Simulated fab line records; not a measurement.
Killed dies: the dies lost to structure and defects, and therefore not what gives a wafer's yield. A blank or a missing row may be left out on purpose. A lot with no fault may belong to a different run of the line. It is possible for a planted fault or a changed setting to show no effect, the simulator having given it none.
Problem report in the 8D (eight disciplines) form, filled by code / flow gf180mcu / the parts of the form that need people (team, actions taken, sign-off) are left out

1. PROBLEM STATEMENT
Wafers free of any fault read 42.1 nm (standard deviation 0.62) for MIM_CVD_05_THK at GF_MIM_THK_MEAS_06, against a mean of 47.9 nm on 4 wafers of 3 lots. That is +9.3 standard deviations from the usual mean.
First observed at day 29 04:25: wafer L405.3, on filmMetro-02. The record holds 39 wafers of 13 lots with a number at this step. The rule behind "out" and "out of limits": a value lying over 4 standard deviations away from the usual mean. Any other wafer with a number is counted as sound.

2. WHAT THIS IS AND IS NOT
question=which readings at this step | is=MIM_CVD_05_THK | is not=-
question=which lots | is=L405, L406, L407 | is not=L391, L392, L393, L394, L397, L398, L400, L409, L411, L414
question=which wafers of those lots | is=L405.3, L405.5, L406.6, L407.3 | is not=L405.2, L406.2, L406.5, L407.1, L407.2
question=read on which gauges | is=filmMetro-02, filmMetro-03 | is not=filmMetro-04
question=when | is=from day 29 04:25 | is not=up to then (22 sound wafers); but 13 sound wafers of L406, L407, L409, L411, L414 came after

3. SUSPECTS, AND WHAT RULES EACH OUT
Counting: a tool at a process step up to the reading stays a suspect if it ran every lot that is out. Sound lots after the first of them don't rule it out here, since some wafers of a struck lot are sound.
- ruled out: the gauge at GF_MIM_THK_MEAS_06. Those wafers that are out were read across 2 gauges (filmMetro-02, filmMetro-03).
- pecvd-03 at GF_MIM_CVD_05 (deposits Si3N4, target thk 42 nm, time 29.086 s): kept. It ran every lot that is out, first L405 (day 29 04:22); its last sound lot up to then is L398 (day 27 01:05).
- Within pecvd-03 at GF_MIM_CVD_05: the wafers that are out ran in chamber 0; their sound lot-mates ran in chambers 1, 2.
Remaining after the count: pecvd-03 at GF_MIM_CVD_05.

4. THE CAUSE (what the simulator had put in)
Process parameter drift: pecvd-03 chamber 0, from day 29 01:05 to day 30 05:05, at GF_MIM_CVD_05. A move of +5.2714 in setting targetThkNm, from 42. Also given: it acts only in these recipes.
Only this tool survived the counting.

5. SEQUENCE OF EFFECTS, ordered by route
Each row: a reading where the mean over the struck wafers with a number is more than 3 standard deviations away from the usual. Readings are gone through only where the record gives a usual standard deviation; hours: the median, over the lots, of the time from a lot's start at the first step in this table giving one to that lot's start at this step; sigmas: the change measured in usual standard deviations.
hours=0; step=GF_MIM_THK_MEAS_06; reading=MIM_CVD_05_THK; usual=42.1 nm; on struck wafers=47.9; change=+5.8; sigmas=+9.3

6. HOW IT WOULD HAVE BEEN CAUGHT EARLIER
The first out-of-limits reading at a measuring or inspecting step in this record came at day 29 04:25, 3 hours after the fault's start at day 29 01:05.
Tool readings at GF_MIM_CVD_05 with a usual standard deviation given in the record: none out on any struck wafer, hence no alarm at a limit of 4 standard deviations on them.
Of the lots that are out (3), L407, L406 began GF_MIM_CVD_05 on pecvd-03 after day 29 04:25. A hold on the tool at that time would have spared those 2.
